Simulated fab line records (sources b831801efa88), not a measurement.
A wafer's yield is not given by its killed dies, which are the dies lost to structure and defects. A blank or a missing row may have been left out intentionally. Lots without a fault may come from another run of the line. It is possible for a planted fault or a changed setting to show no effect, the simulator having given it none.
Commonality check across tools -- flow sky130 -- 39 wafers sampled across 11 lots

WHY IT WAS OPENED
Of 11 lots, 2 have the reading CAPM_CVD_00_THK flagged at SKY_CAPM_THK_MEAS_01. Wafers without a fault read 15.60 nm, standard deviation 0.25.
Rule: a lot gets a flag if all its wafers with a number sit over 4 standard deviations from that mean, or if no wafer of it has a number. All remaining lots are regarded as sound.

lot,measured,on,"CAPM_CVD_00_THK (nm), wafer by wafer",flag
L916,day 36 12:12,filmMetro-02,15.49 15.85 15.89,
L917,day 36 20:54,filmMetro-02,15.33 15.61 15.80,
L920,day 37 19:47,filmMetro-02,15.21 15.61 15.45,
L922,day 38 17:42,filmMetro-01,15.29 15.78 15.88,
L928,day 40 02:53,filmMetro-04,15.27 15.42 15.39,
L932,day 42 02:40,filmMetro-04,17.07 16.96 17.28 16.99 16.89 17.26,FLAGGED
L934,day 42 07:55,filmMetro-04,15.52 15.87 15.82,
L933,day 42 14:55,filmMetro-02,16.82 17.42 16.85 16.85 17.43 16.90,FLAGGED
L936,day 42 17:59,filmMetro-04,15.85 15.75 15.69,
L937,day 43 02:10,filmMetro-01,15.60 16.02 15.66,
L938,day 43 09:29,filmMetro-02,15.51 15.60 15.70,
On average the flagged lots' numbers are 17.06 nm, which is +1.46 nm against the usual, or +6 standard deviations.

WHICH TOOL RAN EACH LOT
The record holds 3 process steps before the reading, out of a route of 708 steps. In each cell: the tool, then ch and the chambers that the sampled wafers went through, then the start.
lot,flag,SKY_VIA1_SPUTTER_20,SKY_METAL3_SPUTTER_02,SKY_CAPM_CVD_00
L916,,"pvdSputter-03, day 34 04:21","pvdSputter-04, day 36 12:04","pecvd-03 ch 1,2, day 36 12:11"
L917,,"pvdSputter-03, day 34 13:08","pvdSputter-04, day 36 20:46","pecvd-04 ch 1,2, day 36 20:52"
L920,,"pvdSputter-01, day 35 13:26","pvdSputter-04, day 37 19:38","pecvd-04 ch 1,2, day 37 19:44"
L922,,"pvdSputter-01, day 36 10:35","pvdSputter-02, day 38 17:35","pecvd-02 ch 0,1, day 38 17:41"
L928,,"pvdSputter-03, day 37 21:10","pvdSputter-01, day 40 02:46","pecvd-04 ch 0,1, day 40 02:52"
L932,FLAGGED,"pvdSputter-03, day 39 21:22","pvdSputter-01, day 42 02:32","pecvd-04 ch 0,2, day 42 02:38"
L934,,"pvdSputter-02, day 40 03:50","pvdSputter-01, day 42 07:46","pecvd-02 ch 0,2, day 42 07:53"
L933,FLAGGED,"pvdSputter-01, day 40 10:42","pvdSputter-01, day 42 14:46","pecvd-04 ch 0,1,2, day 42 14:52"
L936,,"pvdSputter-01, day 40 15:07","pvdSputter-01, day 42 17:52","pecvd-03 ch 0,1,2, day 42 17:58"
L937,,"pvdSputter-02, day 40 22:08","pvdSputter-01, day 43 02:01","pecvd-03 ch 0,1, day 43 02:07"
L938,,"pvdSputter-03, day 41 06:11","pvdSputter-01, day 43 09:19","pecvd-03 ch 0,1, day 43 09:26"
What the steps here do:
- SKY_VIA1_SPUTTER_20: material TiN, target thk 20 nm, time 80 s.
- SKY_METAL3_SPUTTER_02: material AlCu, target thk 735 nm, time 39.1 s.
- SKY_CAPM_CVD_00: deposits SiO2, target thk 15.5 nm.
- SKY_CAPM_THK_MEAS_01

FLAGGED AGAINST TOTAL, ONE TOOL AT A TIME (gauges that did the reading follow at the end)
step,tool,lots run,flagged,share of the flagged lots,sound lots run after its first flagged lot
SKY_VIA1_SPUTTER_20,pvdSputter-01,4,1,some,1 (L936)
SKY_VIA1_SPUTTER_20,pvdSputter-02,2,0,none,-
SKY_VIA1_SPUTTER_20,pvdSputter-03,5,1,some,1 (L938)
SKY_METAL3_SPUTTER_02,pvdSputter-01,7,2,all,"4 (L934,L936,L937,L938)"
SKY_METAL3_SPUTTER_02,pvdSputter-02,1,0,none,-
SKY_METAL3_SPUTTER_02,pvdSputter-04,3,0,none,-
SKY_CAPM_CVD_00,pecvd-02,2,0,none,-
SKY_CAPM_CVD_00,pecvd-03,4,0,none,-
SKY_CAPM_CVD_00,pecvd-04,5,2,all,0
SKY_CAPM_THK_MEAS_01,filmMetro-01,2,0,none,-
SKY_CAPM_THK_MEAS_01,filmMetro-02,5,1,some,1 (L938)
SKY_CAPM_THK_MEAS_01,filmMetro-04,4,1,some,"2 (L934,L936)"

WHAT IS ALLOWED BY THE TABLE
Table rows that saw every flagged lot: 2, namely pvdSputter-01 at SKY_METAL3_SPUTTER_02 and pecvd-04 at SKY_CAPM_CVD_00.
- pvdSputter-01 at SKY_METAL3_SPUTTER_02: 2 of its 7 lots flagged. After the first flagged lot (L934, L936, L937, L938), sound lots still ran on it; a lasting fault on the whole tool would not permit that.
- pecvd-04 at SKY_CAPM_CVD_00: 2 of its 5 lots flagged. Last sound lot L928 at day 40 02:52, first flagged lot L932 at day 42 02:38; a fault beginning in between fits.
Left over: one tool, pecvd-04 at SKY_CAPM_CVD_00.

WHAT THE SIMULATOR HAD PUT IN
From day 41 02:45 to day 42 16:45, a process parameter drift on pecvd-04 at SKY_CAPM_CVD_00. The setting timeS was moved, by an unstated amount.
Lots struck among those shown: L932, L933. This agrees with what the rule above found.
